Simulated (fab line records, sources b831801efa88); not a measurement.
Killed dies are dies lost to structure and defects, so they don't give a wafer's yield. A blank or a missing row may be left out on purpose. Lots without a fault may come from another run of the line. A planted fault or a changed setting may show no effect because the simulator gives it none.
A struck lot beside a sound one | flow sky130 | 15 steps out of a route of 708
Sound: wafers L765.2, L765.3, L765.4. Struck: wafers L761.2, L761.4, L761.6. The cause comes at the end.
At each step with rows: each side's tool, then ch and its chambers, then its first start. Under that, the readings that differ: sound wafers | struck wafers | difference of the means | sigmas: that difference in standard deviations of wafers without a fault.
alike: readings whose means differ by less than 2 such deviations, and words and numbers that are the same on both sides. not compared: withheld readings, readings that some wafer has no value for, bounds like >300 that may hide the same value, and numbers for which the record gives no deviation and whose values overlap.
The two part at a step that has a row with sigmas, a row that says differs or no value, or rows on one side only. Numbers that don't overlap but have no deviation are shown without sigmas and don't part them. A reading that every wafer of one side lacks parts them only if that side has two wafers or more.

first, 1 step without rows for these wafers: SKY_PWDE_IMPLANT_08.
SKY_PWDE_STRIP_09: strips in O2/N2.
  sound on plasma_asher-01 ch 0,1, day 8 10:58; struck on plasma_asher-02 ch 0, day 7 06:37
  reading                      | sound             | struck            | difference | sigmas
  strip_time_to_endpoint_s (s) | 36.65 36.75 36.74 | 37.00 36.95 36.89 | +0.23      | +3
  alike: drypump_motor_current_A, n2_flow_sccm, oes_product_au
  not compared: rf_hours_counter_h
SKY_PWDE_TW_MEAS_10:
  sound on film_metro-04, day 8 11:04; struck on film_metro-01, day 7 06:44
  alike: PWDE_TW
then, 7 steps without rows for these wafers: SKY_NWELL_DEHYDRATE_03 (time 60 s); SKY_NWELL_HMDS_04 (prime time 60 s); SKY_NWELL_COAT_05 (resist thk 3000 nm); SKY_NWELL_SOFTBAKE_06; SKY_NWELL_EXPOSE_07 (exposes mask NWM, target cd 840 nm); SKY_NWELL_PEB_08; SKY_NWELL_DEVELOP_09 (develop time 60 s).
SKY_NWELL_OVL_MEAS_10:
  sound on overlay-01, day 9 07:36; struck on overlay-01, day 8 01:41
  alike: NWELL_00_OVL
then, 1 step without rows for these wafers: SKY_NWELL_IMPLANT_11.
SKY_NWELL_IMPLANT_12:
  sound on implanter-04 ch 0, day 9 07:48; struck on implanter-01 ch 0, day 8 01:54
  reading                  | sound                | struck               | difference | sigmas
  beam_energy_keV          | 119.93 119.91 119.99 | 114.41 114.38 114.44 | -5.53      | -99 or more
  model.implant.rp_nm (nm) | 152.1 152.1 152.1    | 142.2 142.2 142.2    | -9.9       |
  alike: beam_on_s, dose_ions_cm2
then, 2 steps without rows for these wafers: SKY_NWELL_IMPLANT_13; SKY_PAD_OPEN_PROBE_99.

WHERE THEY PART
First at SKY_PWDE_STRIP_09; last, within this record, at SKY_NWELL_IMPLANT_12.

WHY: what the simulator had put in
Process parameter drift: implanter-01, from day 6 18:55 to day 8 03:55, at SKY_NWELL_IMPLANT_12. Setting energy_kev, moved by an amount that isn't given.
